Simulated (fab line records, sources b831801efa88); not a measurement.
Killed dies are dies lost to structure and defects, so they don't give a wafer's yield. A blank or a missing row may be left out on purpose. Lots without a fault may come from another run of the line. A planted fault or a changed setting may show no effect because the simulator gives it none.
Chamber matching | flow sky130 | SKY_METAL4_ETCH_17 on rie_diel-03: 4 sister chambers
The step etches SiO2 in C4F8/O2/Ar, stops on TiN, time 3.9 s, target depth 15 nm. 14 wafers are shown with their chamber, then 7 later ones without.

WAFERS WITH THEIR CHAMBER
wafer  | chamber | bias_w (W) | oes_product_au (a.u.)
L473.2 | 2       | 1207       | 0.759
L473.4 | 1       | 1196       | 0.761
L473.6 | 1       | 1201       | 0.767
L475.2 | 1       | 1200       | 0.750
L475.3 | 2       | 1202       | 0.743
L475.5 | 0       | 1201       | 0.765
L481.3 | 1       | 1198       | 0.746
L481.4 | 2       | 1201       | 0.756
L481.6 | 3       | 1195       | 0.757
L480.1 | 3       | 1196       | 0.755
L480.2 | 0       | 1198       | 0.749
L480.5 | 1       | 1199       | 0.755
L482.1 | 1       | 1195       | 0.757
L482.4 | 0       | 1201       | 0.756

SIGNATURES (means of the wafers above)
reading        | chamber 0 | chamber 1 | chamber 2 | chamber 3 | scatter within a chamber
bias_w         | 1200.00   | 1198.17   | 1203.33   | 1195.50   | 2.32
oes_product_au | 0.75667   | 0.75600   | 0.75267   | 0.75600   | 0.00748
Rule: a wafer's distance from a chamber is the root of the sum, over the readings, of the square of ((its reading less the chamber's mean) divided by the reading's scatter). The wafer belongs to the nearest chamber; if the next one is less than 2 further off, it can't be placed. The scatter: the root of (the sum of the squares of (reading less its chamber's mean) over the shown wafers, divided by (wafers less chambers)).

WAFERS WITHOUT THEIR CHAMBER
wafer  | bias_w (W) | oes_product_au (a.u.)
L482.6 | 1201       | 0.755
L483.1 | 1197       | 0.750
L483.3 | 1195       | 0.744
L483.6 | 1198       | 0.749
L487.1 | 1197       | 0.753
L487.5 | 1199       | 0.751
L487.6 | 1196       | 0.769

WHICH CHAMBER EACH WENT THROUGH
wafer  | from the rows above               | in truth
L482.6 | can't be placed: 0 or 2 or 1 or 3 | 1
L483.1 | can't be placed: 1 or 3 or 0 or 2 | 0
L483.3 | can't be placed: 3 or 1 or 0      | 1
L483.6 | can't be placed: 1 or 0 or 3 or 2 | 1
L487.1 | can't be placed: 1 or 3 or 0      | 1
L487.5 | can't be placed: 1 or 0 or 3 or 2 | 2
L487.6 | can't be placed: 3 or 1 or 0      | 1
Placed correctly: 0 of 7. Can't be placed from these rows: 7 (the true chamber is among the candidates in 7). Placed wrongly: 0.
